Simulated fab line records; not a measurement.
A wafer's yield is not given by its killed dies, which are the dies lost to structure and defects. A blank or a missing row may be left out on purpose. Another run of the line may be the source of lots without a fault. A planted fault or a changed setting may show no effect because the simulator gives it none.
The tool behind it: which one? | flow gf180mcu | 14 lots with 40 wafers sampled at 5 steps, on a route of 602 steps

## WHAT THE GAUGES SHOWED, per wafer
GF_V1_OVL_MEAS_15.
lot  | measured     | on         | V1_OVL (nm)
L344 | day 18 06:26 | overlay-02 | -9 -1 7
L345 | day 18 17:58 | overlay-01 | -7 -4 -5
L346 | day 19 01:43 | overlay-02 | -10 3 -5
L347 | day 19 11:21 | overlay-01 | 3 -4 -1
L348 | day 19 21:28 | overlay-01 | 5 -3 0
L349 | day 20 10:14 | overlay-01 | -4 9 4
L350 | day 20 18:28 | overlay-02 | -1 -1 3
L351 | day 20 21:18 | overlay-02 | 5 10 0
L352 | day 21 16:37 | overlay-01 | -6 1 -5
L358 | day 24 01:02 | overlay-01 | 1 0
L359 | day 24 09:40 | overlay-01 | 1 0
L361 | day 25 00:57 | overlay-01 | -2 -10 0
L364 | day 25 21:57 | overlay-02 | -4 0 -1
L365 | day 26 01:30 | overlay-02 | -9 -10 -9

GF_M2_CD_MEAS_14: the cd target is 280 nm.
lot  | measured     | on        | cd-nm (nm)
L344 | day 19 09:12 | cd-sem-01 | 280.4 281.3 280.5
L345 | day 19 19:56 | cd-sem-02 | 278.6 278.6 279.5
L346 | day 20 03:55 | cd-sem-02 | 280.8 280.9 282.1
L347 | day 20 13:29 | cd-sem-02 | 282.2 281.4 283.3
L348 | day 20 23:01 | cd-sem-02 | 277.8 278.4 277.7
L349 | day 21 11:28 | cd-sem-01 | 281.4 280.6 280.7
L350 | day 21 19:53 | cd-sem-01 | 280.4 280.1 280.6
L351 | day 21 23:19 | cd-sem-01 | 277.3 279.6 278.7
L352 | day 22 17:20 | cd-sem-02 | 281.5 280.1 280.6
L358 | day 24 23:43 | cd-sem-01 | 279.5 281.2
L359 | day 25 08:35 | cd-sem-01 | 279.0 278.5
L361 | day 26 00:07 | cd-sem-02 | 280.0 280.8 280.5
L364 | day 26 19:35 | cd-sem-02 | 280.5 279.9 280.5
L365 | day 26 23:43 | cd-sem-01 | 278.8 279.0 278.0

GF_V2_THK_MEAS_03.
lot  | measured     | on            | V2_CVD_02_THK (nm)
L344 | day 19 10:12 | film-metro-04 | 859 854 855
L345 | day 19 20:57 | film-metro-04 | 852 845 858
L346 | day 20 04:56 | film-metro-04 | 834 837 854
L347 | day 20 14:32 | film-metro-01 | 840 846 851
L348 | day 21 00:02 | film-metro-04 | 845 847 849
L349 | day 21 12:31 | film-metro-04 | 833 840 840
L350 | day 21 20:55 | film-metro-04 | 844 841 845
L351 | day 22 00:26 | film-metro-01 | 838 856 852
L352 | day 22 18:31 | film-metro-04 | 843 835 847
L358 | day 25 00:52 | film-metro-02 | 833 542
L359 | day 25 09:35 | film-metro-04 | 540 855
L361 | day 26 01:09 | film-metro-02 | 845 842 855
L364 | day 26 20:36 | film-metro-04 | 840 846 852
L365 | day 27 00:43 | film-metro-04 | 828 834 845

## WHAT TOOL EACH LOT RAN ON (gives the tool, then ch and the chambers of the sampled wafers, and finally the start)
lot  | GF_V1_ETCH_16                      | GF_V2_CVD_02
L344 | rie-diel-01 ch 0,1,3, day 18 06:28 | pecvd-01 ch 0,1,2, day 19 10:08
L345 | rie-diel-02 ch 1,2,3, day 18 18:00 | pecvd-01 ch 0,2, day 19 20:52
L346 | rie-diel-02 ch 0,3, day 19 01:45   | pecvd-02 ch 0,1,2, day 20 04:51
L347 | rie-diel-02 ch 0,1,3, day 19 11:23 | pecvd-01 ch 0,1, day 20 14:28
L348 | rie-diel-04 ch 0,1, day 19 21:30   | pecvd-04 ch 0,1, day 20 23:58
L349 | rie-diel-02 ch 1,2,3, day 20 10:17 | pecvd-02 ch 1,2, day 21 12:27
L350 | rie-diel-01 ch 0,2,3, day 20 18:29 | pecvd-01 ch 0,1, day 21 20:50
L351 | rie-diel-02 ch 1,3, day 20 21:20   | pecvd-01 ch 0,1, day 22 00:17
L352 | rie-diel-04 ch 1,2,3, day 21 16:39 | pecvd-04 ch 0,1,2, day 22 18:27
L358 | rie-diel-02 ch 1,3, day 24 01:04   | pecvd-04 ch 0,1, day 25 00:48
L359 | rie-diel-04 ch 0,1, day 24 09:41   | pecvd-04 ch 0,2, day 25 09:29
L361 | rie-diel-04 ch 0,2,3, day 25 00:59 | pecvd-02 ch 0,1, day 26 01:04
L364 | rie-diel-04 ch 1,2,3, day 25 21:59 | pecvd-01 ch 1,2, day 26 20:31
L365 | rie-diel-04 ch 1,3, day 26 01:32   | pecvd-02 ch 0,1,2, day 27 00:38
- GF_V1_ETCH_16: etches BARC in N2/H2.
- GF_V2_CVD_02: deposits SiO2 from TEOS, target thk 850 nm, time 94.851 s.

## WHAT THE TOOLS THEMSELVES READ (means of the sampled wafers that have a number; where no wafer has one, the mark that the record gives instead)
GF_V1_ETCH_16.
lot  | tool        | drypump-motor-current-A (A) | oes-product-au (a.u.) | throttle-valve-pct (%)
L344 | rie-diel-01 | 5.8                         | 0.852                 | 13.224
L345 | rie-diel-02 | 6.0                         | 0.856                 | 13.223
L346 | rie-diel-02 | 5.8                         | 0.857                 | 13.224
L347 | rie-diel-02 | 5.6                         | 0.860                 | 13.232
L348 | rie-diel-04 | 5.5                         | 0.855                 | 13.226
L349 | rie-diel-02 | 6.0                         | 0.851                 | 13.235
L350 | rie-diel-01 | 5.6                         | 0.855                 | 13.229
L351 | rie-diel-02 | 5.6                         | 0.855                 | 13.222
L352 | rie-diel-04 | 5.6                         | 0.854                 | 13.228
L358 | rie-diel-02 | 5.8                         | 0.856                 | 13.220
L359 | rie-diel-04 | 5.5                         | 0.861                 | 13.223
L361 | rie-diel-04 | 5.6                         | 0.854                 | 13.236
L364 | rie-diel-04 | 5.6                         | 0.859                 | 13.227
L365 | rie-diel-04 | 5.8                         | 0.852                 | 13.228

GF_V2_CVD_02.
lot  | tool     | heater-power-w (W)
L344 | pecvd-01 | 664
L345 | pecvd-01 | 655
L346 | pecvd-02 | 638
L347 | pecvd-01 | 618
L348 | pecvd-04 | 690
L349 | pecvd-02 | 585
L350 | pecvd-01 | 635
L351 | pecvd-01 | 603
L352 | pecvd-04 | 690
L358 | pecvd-04 | 670
L359 | pecvd-04 | 606
L361 | pecvd-02 | 694
L364 | pecvd-01 | 647
L365 | pecvd-02 | 679

## THE ANSWER, worked out from the rows above alone
Rule: usual is defined by the lots themselves. Put in order of their means at a reading, lots are off if they are a third of the lots or fewer, leave a main group of 4 or more, and stand apart from it by a gap of 3 or more times the standard deviation of the main group's means; of several such gaps the widest counts. A main group is skipped when, at the precision printed for the reading in the tables above, its means are all equal. A lot without any number at a reading at which 4 lots or more have one is off too. The other lots that the step has rows for count as sound. After the gauges, taken in route order, come the tools' own readings; for these a lot's mean is taken, as printed above. At the first step where some lot is off, the reading lying furthest off is the one used; lots without a number count as furthest.
Off: L358, L359, seen at GF_V2_THK_MEAS_03 (V2_CVD_02_THK). The main group has a mean of 845 nm with a standard deviation of 5.4.
If a tool, at a process step before that reading, ran all the lots that are off and no sound lot after the first of them, it fits. The gauges at GF_V2_THK_MEAS_03 are tried like those tools. One fits: GF_V2_CVD_02 on pecvd-04. A fault onset in the window from L352 (day 22 18:27, its last sound lot) to L358 (day 25 00:48, its first lot off) fits.

## WHAT WAS PUT IN BY THE SIMULATOR
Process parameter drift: pecvd-04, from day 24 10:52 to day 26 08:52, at GF_V2_CVD_02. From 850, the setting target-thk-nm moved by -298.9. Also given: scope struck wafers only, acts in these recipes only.
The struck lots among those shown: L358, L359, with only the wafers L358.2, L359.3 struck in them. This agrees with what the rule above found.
